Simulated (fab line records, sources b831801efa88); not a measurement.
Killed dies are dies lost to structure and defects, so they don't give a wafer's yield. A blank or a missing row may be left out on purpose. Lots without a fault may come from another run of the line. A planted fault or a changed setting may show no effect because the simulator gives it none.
fab line records | flow sky130
record lots=7 wafers=21 last_day=50
route steps=708 shown METAL2@495 VIA2@507 PAD_OPEN@708
lots that met no fault: from a run of the same line without faults
start_h: hours from the record's first day to the start of the lot's first wafer shown | wait_h: hours since the lot's step before | " the same as in the row above | L1.1+2: a row that stands for several wafers | - no value, or no start given | * or withheld: withheld | < > ~ a bound
route shown NAME@n: a module of which the file shows steps, and the number in the route of the first | usual: mean/standard deviation of fault-free wafers | same: alike in all rows | chamber/n: place in a boat | sites: the reading at each site | _std_site: their standard deviation | _edge_site: outer sites' mean less inner sites' | radius_mm: how far each site lies from the wafer's centre | mask NAME#n: copy n | behind: the tool/chamber that last shaped the wafer | hold: why the lot was held/for how many hours/how that ended | device: the transistor (n, p or np) that didn't switch | end of line: the same wafers' tests at the end of the route | a step without rows: its recipe alone | killed: dies lost to structure and defects at the first sort, not the wafer's yield | map: a wafer's dies, x killed, . not, _ none there
set.NAME: the setting as run; set.NAME@STEP: as run at that earlier step | model.NAME: the simulator's own value behind a step, which no gauge read
lots at some steps of the route; a table a step, a row a wafer
services: from which hour (start_h, from the record's first day; less than 0 if before it) a tool's chamber was out of use, for how many hours, and why
## steps
# step SKY_METAL2_EXPOSE_12
# recipe mask_id=MM2 na=0.8 source_shape=annular sigma_inner=0.55 sigma_outer=0.85 target_cd_nm=140 dose_mj=28
# step SKY_METAL2_PEB_13
# recipe peb_temp_c=withheld peb_time_s=withheld resist=KrF-thick
# step SKY_METAL2_DEVELOP_14
# recipe develop_time_s=60 resist=KrF-thick dev_temp_c=21
# step SKY_METAL2_CD_MEAS_15
# recipe target_cd_nm=140
# usual cd_nm=139.8/1.5
# columns lot.wafer tool chamber start_h wait_h cd_nm
L784.2 cd_sem-01 - 836.77 - 139.8
L784.3 " - " " 140.3
L784.6 " - " " 140.5
L786.4 cd_sem-02 - 844.10 - 141.8
L786.5 " - " " 140.6
L786.6 " - " " 140.3
L791.1 cd_sem-01 - 883.02 - 139.0
L791.2 " - " " 140.9
L791.5 " - " " 141.3
L792.1 cd_sem-01 - 886.35 - 141.8
L792.3 " - " " 140.8
L792.5 " - " " 141.6
L793.2 cd_sem-01 - 907.29 - 139.7
L793.3 " - " " 140.3
L793.5 " - " " 139.7
L794.3 cd_sem-01 - 908.79 - 140.0
L794.5 " - " " 139.0
L794.6 " - " " 139.7
L803.2 cd_sem-02 - 968.91 - 138.8
L803.4 " - " " 138.5
L803.5 " - " " 137.8
# step SKY_METAL2_OVL_MEAS_16
# usual METAL2_OVL=1/5.3
# columns lot.wafer tool chamber start_h wait_h METAL2_OVL[nm]
L784.2 overlay-01 - 836.88 0.1 0
L784.3 " - " " 5
L784.6 " - " " 7
L786.4 overlay-02 - 844.18 0.1 0
L786.5 " - " " 2
L786.6 " - " " -3
L791.1 overlay-02 - 883.14 0.1 1
L791.2 " - " " -3
L791.5 " - " " -1
L792.1 overlay-01 - 886.47 0.1 -8
L792.3 " - " " -4
L792.5 " - " " -6
L793.2 overlay-01 - 907.40 0.1 -1
L793.3 " - " " -3
L793.5 " - " " -4
L794.3 overlay-01 - 908.89 0.1 -2
L794.5 " - " " -5
L794.6 " - " " 5
L803.2 overlay-01 - 969.02 0.1 6
L803.4 " - " " 1
L803.5 " - " " 1
# step SKY_METAL2_DESCUM_17
# recipe chemistry=O2 source_power_w=150 bias_power_w=0 pressure_mtorr=10 temp_c=40 time_s=8
# usual drypump_motor_current_A=5.6/0.49 oes_product_au=1.001/0.01
# columns lot.wafer tool chamber start_h wait_h drypump_motor_current_A oes_product_au rf_hours_counter_h
L784.2 rie_metal-03 1 836.91 0.0 5.6 1.017 1
L784.3 " 0 " " 6.1 1.008 -
L784.6 " 0 " " 6.1 1.002 -
L786.4 rie_metal-03 1 844.20 0.0 5.6 1.014 -
L786.5 " 0 " " 6.1 1.004 -
L786.6 " 1 " " 5.6 1.017 -
L791.1 rie_metal-03 1 883.18 0.0 5.6 1.018 3
L791.2 " 0 " " 6.0 1.005 7
L791.5 " 1 " " 5.6 1.018 -
L792.1 rie_metal-04 0 886.51 0.0 5.3 0.993 4
L792.3 " 0 " " 5.3 1.002 -
L792.5 " 0 " " 5.3 1.006 -
L793.2 rie_metal-04 0 907.43 0.0 5.3 1.010 5
L793.3 " 0 " " 5.2 1.017 -
L793.5 " 1 " " 5.3 0.999 -
L794.3 rie_metal-02 0 908.92 0.0 6.5 1.008 -
L794.5 " 1 " " 5.0 0.984 -
L794.6 " 0 " " 6.5 1.007 -
L803.2 rie_metal-04 0 969.05 0.0 5.3 1.012 8
L803.4 " 1 " " 5.3 0.998 -
L803.5 " 1 " " 5.3 1.003 -
# step SKY_METAL2_ETCH_18
# recipe chemistry=N2/H2 target=BARC ion_energy_ev=200 bias_w=100 pressure_mtorr=30 n2_flow_sccm=100 h2_flow_sccm=200 icp_w=500 stop_on=SiO2 time_s=45.9 target_depth_a=600
# usual drypump_motor_current_A=5.6/0.49 oes_product_au=0.854/0.005 throttle_valve_pct=13.225/0.0093
# columns lot.wafer tool chamber start_h wait_h drypump_motor_current_A oes_product_au rf_hours_counter_h throttle_valve_pct
L784.2 rie_metal-03 1 836.94 0.0 5.6 0.859 1 13.233
L784.3 " 0 " " 6.0 0.846 - 13.215
L784.6 " 0 " " 6.1 0.848 - 13.223
L786.4 rie_metal-03 1 844.25 0.0 5.6 0.867 - 13.216
L786.5 " 0 " " 6.1 0.846 - 13.224
L786.6 " 1 " " 5.6 0.851 - 13.231
L791.1 rie_metal-03 1 883.21 0.0 5.6 0.854 3 13.236
L791.2 " 0 " " 6.1 0.857 7 13.237
L791.5 " 1 " " 5.6 0.860 - 13.222
L792.1 rie_metal-04 0 886.54 0.0 5.3 0.853 4 13.231
L792.3 " 0 " " 5.3 0.849 - 13.219
L792.5 " 0 " " 5.3 0.856 - 13.225
L793.2 rie_metal-04 0 907.46 0.0 5.3 0.848 5 13.238
L793.3 " 0 " " 5.3 0.860 - 13.229
L793.5 " 1 " " 5.3 0.853 - 13.228
L794.3 rie_metal-02 0 908.96 0.0 6.5 0.862 - 13.210
L794.5 " 1 " " 5.0 0.853 - 13.228
L794.6 " 0 " " 6.5 0.852 - 13.224
L803.2 rie_metal-04 0 969.08 0.0 5.3 0.845 8 13.225
L803.4 " 1 " " 5.3 0.847 - 13.224
L803.5 " 1 " " 5.3 0.851 - 13.223
# step SKY_METAL2_METAL_ETCH_19
# recipe target_depth_a=3600 stop_on=SiO2 over_etch_frac=0.3 time_s=78 chemistry=Cl2/BCl3 resist_sidewall_deg=88 pressure_mtorr=10 icp_w=900 bias_w=48.5 Cl2_flow_sccm=60 bcl3_flow_sccm=30
# usual drypump_motor_current_A=5.6/0.49 oes_product_au=0.856/0.0061 throttle_valve_pct=22.264/0.0095
# columns lot.wafer tool chamber start_h wait_h drypump_motor_current_A oes_product_au rf_hours_counter_h throttle_valve_pct
L784.2 rie_metal-03 1 837.00 0.0 5.6 0.842 1 22.264
L784.3 " 0 " " 6.1 0.849 - 22.267
L784.6 " 0 " " 6.1 0.848 - 22.267
L786.4 rie_metal-03 1 844.32 0.1 5.6 0.858 - 22.247
L786.5 " 0 " " 6.0 0.855 - 22.251
L786.6 " 1 " " 5.6 0.847 - 22.282
L791.1 rie_metal-03 1 883.27 0.0 5.6 0.849 3 22.265
L791.2 " 0 " " 6.1 0.858 7 22.247
L791.5 " 1 " " 5.6 0.849 - 22.276
L792.1 rie_metal-04 0 886.60 0.0 5.3 0.850 4 22.262
L792.3 " 0 " " 5.3 0.860 - 22.251
L792.5 " 0 " " 5.3 0.861 - 22.263
L793.2 rie_metal-04 0 907.52 0.0 5.3 0.858 5 22.262
L793.3 " 0 " " 5.3 0.845 - 22.267
L793.5 " 1 " " 5.3 0.864 - 22.271
L794.3 rie_metal-02 0 909.03 0.1 6.6 0.862 - 22.255
L794.5 " 1 " " 5.0 0.863 - 22.271
L794.6 " 0 " " 6.5 0.857 - 22.252
L803.2 rie_metal-04 0 969.14 0.0 5.3 0.858 8 22.257
L803.4 " 1 " " 5.3 0.859 - 22.275
L803.5 " 1 " " 5.3 0.860 - 22.267
# step SKY_METAL2_STRIP_20
# recipe chemistry=O2/N2 power_w=1400 pressure_mtorr=1500 platen_temp_c=withheld o2_flow_sccm=3000 n2_flow_sccm=300 overash_fraction=0.5
# usual drypump_motor_current_A=6.2/0.36 oes_product_au=0.343/0.0047 strip_time_to_endpoint_s=2.69/0.045
# columns lot.wafer tool chamber start_h wait_h drypump_motor_current_A oes_product_au rf_hours_counter_h strip_time_to_endpoint_s
L784.2 plasma_asher-04 0 837.09 0.1 6.6 0.343 10 2.66
L784.3 " 0 " " 6.6 0.340 - 2.72
L784.6 " 0 " " 6.6 0.341 - 2.74
L786.4 plasma_asher-01 1 844.41 0.1 5.8 0.345 - 2.63
L786.5 " 1 " " 5.8 0.343 - 2.65
L786.6 " 0 " " 6.6 0.342 - 2.63
L791.1 plasma_asher-01 1 883.36 0.1 5.7 0.340 76 2.61
L791.2 " 0 " " 6.7 0.343 76 2.71
L791.5 " 1 " " 5.8 0.348 - 2.63
L792.1 plasma_asher-04 1 886.69 0.1 5.8 0.344 14 2.65
L792.3 " 0 " " 6.6 0.337 - 2.65
L792.5 " 1 " " 5.8 0.344 - 2.66
L793.2 plasma_asher-01 1 907.61 0.1 5.8 0.336 79 2.63
L793.3 " 0 " " 6.6 0.339 - 2.64
L793.5 " 0 " " 6.6 0.336 - 2.67
L794.3 plasma_asher-01 1 909.13 0.1 5.8 0.348 - 2.63
L794.5 " 0 " " 6.6 0.344 - 2.78
L794.6 " 1 " " 5.7 0.340 - 2.62
L803.2 plasma_asher-03 0 969.23 0.1 5.9 0.343 54 2.65
L803.4 " 1 " " 6.2 0.342 - 2.67
L803.5 " 0 " " 5.9 0.342 - 2.70
# step SKY_METAL2_STRIP_21
# recipe chemistry=post_etch_residue_remover time_s=1200 temp_c=72.5
# step SKY_METAL2_CLEAN_22
# recipe chemistry=IPA time_s=180 temp_c=25
# step SKY_METAL2_CLEAN_23
# recipe chemistry=O3/DIW dry=n2_spin
# step SKY_VIA2_HDPCVD_00
# recipe material=SiO2 target_thk_nm=1180 sigma_open_frac=0.3 time_s=196.7 temp_c=400 sih4_flow_sccm=60 pressure_mtorr=6
# usual run_length_s=224.4/0.47 sih4_flow_sccm=59.97/0.17
# columns lot.wafer tool chamber start_h wait_h run_length_s sih4_flow_sccm model.SiO2_of_VIA2_HDPCVD_00.thk_nm
L784.2 hdpcvd-02 2 837.69 0.0 224.7 60.02 1175
L784.3 " 0 " " 223.9 60.21 1200
L784.6 " 1 " " 224.4 59.69 1178
L786.4 hdpcvd-01 0 845.03 0.1 224.8 59.96 1165
L786.5 " 2 " " 224.6 60.19 1194
L786.6 " 1 " " 223.7 59.87 1167
L791.1 hdpcvd-02 2 883.96 0.0 225.3 59.83 1185
L791.2 " 0 " " 307.1 59.83 1691
L791.5 " 1 " " 224.4 59.95 1184
L792.1 hdpcvd-01 1 887.29 0.0 223.6 59.94 1170
L792.3 " 0 " " 224.8 59.84 1163
L792.5 " 1 " " 223.9 60.07 1189
L793.2 hdpcvd-02 0 908.21 0.0 306.3 59.71 1699
L793.3 " 2 " " 224.6 60.00 1173
L793.5 " 1 " " 224.3 59.90 1169
L794.3 hdpcvd-02 2 909.69 0.0 224.9 59.96 1195
L794.5 " 1 " " 224.8 60.10 1170
L794.6 " 0 " " 306.6 60.18 1689
L803.2 hdpcvd-01 2 969.82 0.0 224.6 59.99 1184
L803.4 " 0 " " 225.1 60.03 1170
L803.5 " 2 " " 225.3 60.09 1180
# step SKY_VIA2_THK_MEAS_01
# recipe reads=SiO2_of_VIA2_HDPCVD_00
# usual VIA2_HDPCVD_THK=1179/12
# columns lot.wafer tool chamber start_h wait_h hold VIA2_HDPCVD_THK[nm]
L784.2 film_metro-04 - 837.82 0.1 - 1176
L784.3 " - " " - 1200
L784.6 " - " " - 1178
L786.4 film_metro-02 - 845.13 0.0 - 1164
L786.5 " - " " - 1194
L786.6 " - " " - 1168
L791.1 film_metro-04 - 884.08 0.1 await_dispo/0.2h/release 1186
L791.2 " - " " await_dispo/0.2h/release 1691
L791.5 " - " " await_dispo/0.2h/release 1185
L791.1 film_metro-04 - 884.31 0.2 - 1186
L791.2 " - " " - 1691
L791.5 " - " " - 1184
L792.1 film_metro-01 - 887.41 0.1 - 1171
L792.3 " - " " - 1163
L792.5 " - " " - 1188
L793.2 film_metro-02 - 908.35 0.1 await_dispo/0.2h/release 1698
L793.3 " - " " await_dispo/0.2h/release 1173
L793.5 " - " " await_dispo/0.2h/release 1170
L793.2 film_metro-02 - 908.57 0.2 - 1698
L793.3 " - " " - 1173
L793.5 " - " " - 1168
L794.3 film_metro-01 - 909.83 0.1 await_dispo/0.2h/release 1195
L794.5 " - " " await_dispo/0.2h/release 1169
L794.6 " - " " await_dispo/0.2h/release 1687
L794.3 film_metro-01 - 910.06 0.2 - 1196
L794.5 " - " " - 1170
L794.6 " - " " - 1687
L803.2 film_metro-01 - 969.96 0.1 - 1184
L803.4 " - " " - 1170
L803.5 " - " " - 1179
# step SKY_VIA2_CMP_02
# recipe material=SiO2 down_force_psi=4 platen_rpm=60 pad_velocity_m_s=0.94248
# usual motor_current_A=12.7/1.4 slurry_flow_ml_min=150.0/0.5
# columns lot.wafer tool chamber start_h wait_h hold motor_current_A slurry_flow_ml_min
L784.3 cmp-01 3 837.87 0.0 - 11.6 149.5
L784.2 " 1 " " - 12.1 150.6
L784.6 " 0 " " - 15.2 150.9
L786.4 cmp-01 1 845.21 0.1 - 11.5 149.6
L786.5 " 0 " " - 14.0 149.3
L786.6 " 1 " " - 12.0 149.8
L791.2 cmp-01 1 886.01 1.7 await_dispo/1.5h/release 12.7 150.0
L791.1 " 3 " " await_dispo/1.5h/release 12.3 149.2
L791.5 " 1 " " await_dispo/1.5h/release 12.2 151.2
L792.3 cmp-01 3 887.47 0.0 - 11.5 149.2
L792.1 " 1 " " - 12.1 151.0
L792.5 " 3 " " - 12.3 149.7
L793.2 cmp-02 1 910.79 2.2 await_dispo/2.1h/release 12.1 150.7
L793.3 " 2 " " await_dispo/2.1h/release 11.2 149.7
L793.5 " 1 " " await_dispo/2.1h/release 11.9 150.2
L794.3 cmp-01 0 913.42 3.4 await_dispo/3.3h/release 14.4 150.1
L794.6 " 0 " " await_dispo/3.3h/release 13.8 149.8
L794.5 " 1 " " await_dispo/3.3h/release 11.4 150.1
L803.2 cmp-01 1 970.06 0.1 - 12.1 149.8
L803.4 " 2 " " - 14.5 149.7
L803.5 " 0 " " - 14.4 149.4
# step SKY_PAD_OPEN_PROBE_99
# usual defect_limited_yield=82.5/2 killed_at_M0_to_M3=44/7.4 killed_at_M4_up=3.0/1.8 killed_at_contacts=24/5.1 killed_at_front_end=15/4.3 killed_at_other=0.3/0.54 killed_dies=86/9.9 killed_open=47/7.1 killed_short=38/6.7 sort_bin_3_pad_short=0.8/0.39 sort_bin_5_function=10.4/1.5 sort_bin_6_memory=6.2/1.2 sort_n_pass=406/9.9 sort_yield_pct=82.5/2
# same gross_dies=492 killed_at_back_side=0 sort_bin_4_leakage[%]=0 sort_bin_8_speed[%]=0
# columns lot.wafer tool chamber start_h wait_h defect_limited_yield[%] killed_at_M0_to_M3 killed_at_M4_up killed_at_contacts killed_at_front_end killed_at_other killed_dies killed_open killed_short sort_bin_3_pad_short[%] sort_bin_5_function[%] sort_bin_6_memory[%] sort_n_pass sort_yield_pct[%]
L791.1 prober-02 - 1128.08 0.1 86.0 35 3 20 11 0 69 42 27 0.2 9.3 4.5 423 86.0
L791.2 prober-02 - 1128.13 0.1 80.3 46 3 23 23 2 97 55 42 1.0 11.8 6.9 395 80.3
L791.5 prober-02 - 1128.28 0.2 84.8 30 2 24 18 1 75 43 32 0.6 10.0 4.7 417 84.8
# killed by level:class
L791.1 VIA1:geometric_particle:open=10 VIA3:geometric_particle:open=7 CONTACT:geometric_particle:open=6 LI_CONTACT:geometric_particle:open=5 VIA2:geometric_particle:open=4 CONTACT:geometric_particle:short=4 POLY_GATE:geometric_particle:short=3 LOCAL_INTERCONNECT:geometric_particle:short=3
L791.2 VIA1:geometric_particle:open=15 CONTACT:geometric_particle:open=14 FIELD_ISO:geometric_particle:open=10 METAL2:geometric_particle:short=6 FIELD_ISO:geometric_particle:short=5 VIA3:geometric_particle:open=5 VIA3:geometric_particle:short=5 METAL3:geometric_particle:short=5
L791.5 CONTACT:geometric_particle:open=8 LI_CONTACT:geometric_particle:open=6 VIA2:geometric_particle:open=6 VIA3:geometric_particle:open=6 VIA1:geometric_particle:open=5 FIELD_ISO:geometric_particle:short=4 CONTACT:geometric_particle:short=4 METAL2:geometric_particle:short=4
## services
# columns tool chamber start_h hours kind
cmp-01 - 815.94 5.0 pm
cmp-02 - 828.95 2.5 repair
plasma_asher-04 - 831.18 0.7 repair
cmp-01 - 841.28 1.0 repair
plasma_asher-04 - 843.39 2.7 repair
hdpcvd-01 - 870.95 2.8 pm
rie_metal-02 1 881.89 - clean
rie_metal-02 1 881.89 20.7 scheduled_down
rie_metal-02 1 881.89 20.7 vent_cycle
cmp-02 - 912.00 4.0 pm
cmp-02 - 916.00 - consumable_replace:conditioner
cmp-02 - 916.00 - consumable_replace:pad
hdpcvd-02 - 942.84 6.0 pm
hdpcvd-02 - 948.84 2.8 pm
hdpcvd-01 - 950.25 15.0 pm
hdpcvd-01 0 950.25 15.0 vent_cycle
hdpcvd-01 1 950.25 15.0 vent_cycle
hdpcvd-01 2 950.25 15.0 vent_cycle
rie_metal-03 0 961.10 45.0 repair
hdpcvd-01 0 965.25 - clean
hdpcvd-01 1 965.25 - clean
hdpcvd-01 2 965.25 - clean
## key
first_sign step=SKY_VIA2_HDPCVD_00 reading=run_length_s direction=up sigmas=99+ usual=* struck=*
effect step=SKY_VIA2_THK_MEAS_01 reading=visit direction=added
effect step=SKY_VIA2_THK_MEAS_01 reading=VIA2_HDPCVD_THK direction=up sigmas=42 usual=1179 struck=1692
model_effect step=SKY_VIA2_HDPCVD_00 value=SiO2_of_VIA2_HDPCVD_00.thk_nm without=1198 struck=1693
met_at SKY_VIA2_HDPCVD_00
struck_wafers L791.2,L793.2,L794.6
onset_between 837.69 883.96
fault kind=process_parameter_drift tool=hdpcvd-02 chamber=0 onset_h=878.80 steps=SKY_VIA2_HDPCVD_00 channel=time_s offset=* shape=step end_h=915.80 acts_in=* stated=*
